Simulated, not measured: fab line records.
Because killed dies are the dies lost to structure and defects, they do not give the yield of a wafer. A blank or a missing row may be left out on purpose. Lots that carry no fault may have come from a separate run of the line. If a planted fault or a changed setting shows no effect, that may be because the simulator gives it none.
Which tool is to blame? + flow gf180mcu + route of 602 steps, sampled at 1 step: 6 lots, 18 wafers

WHAT EACH GAUGE READ, for each wafer
GF_STI_THK_MEAS_30.
| lot  | measured    | on           | STI_OXIDATION_02_THK (nm) |
|------|-------------|--------------|---------------------------|
| L802 | day 2 13:13 | filmMetro-01 | 10.00 10.04 10.06         |
| L806 | day 3 08:02 | filmMetro-01 | 9.81 9.77 9.81            |
| L809 | day 4 01:04 | filmMetro-04 | 10.03 9.76 9.90           |
| L811 | day 4 08:48 | filmMetro-04 | 9.94 9.78 9.97            |
| L814 | day 5 03:11 | filmMetro-04 | 10.05 9.91 10.04          |
| L820 | day 6 08:13 | filmMetro-01 | 9.87 9.91 9.86            |

WHAT TOOL EACH LOT RAN ON (gives the tool, then ch and the chambers of the sampled wafers, and finally the start)
There is no process step in the record ahead of these readings.

THE ANSWER, worked out from the rows above alone
Rule: what is usual is taken from the lots themselves. Put in order of their means at a reading, lots are off if they are a third of the lots or fewer, leave a main group of 4 or more, and stand apart from it by a gap of 3 or more times the standard deviation of the main group's means; of several such gaps the widest counts. A main group is skipped when, at the precision printed for the reading in the tables above, its means are all equal. Also off: a lot with no number at a reading for which 4 or more lots have one. Where the step has rows for the other lots, those lots are counted as sound.
Across all readings shown, no lot is off: no conclusion can be drawn from this.

WHAT WAS PUT IN BY THE SIMULATOR
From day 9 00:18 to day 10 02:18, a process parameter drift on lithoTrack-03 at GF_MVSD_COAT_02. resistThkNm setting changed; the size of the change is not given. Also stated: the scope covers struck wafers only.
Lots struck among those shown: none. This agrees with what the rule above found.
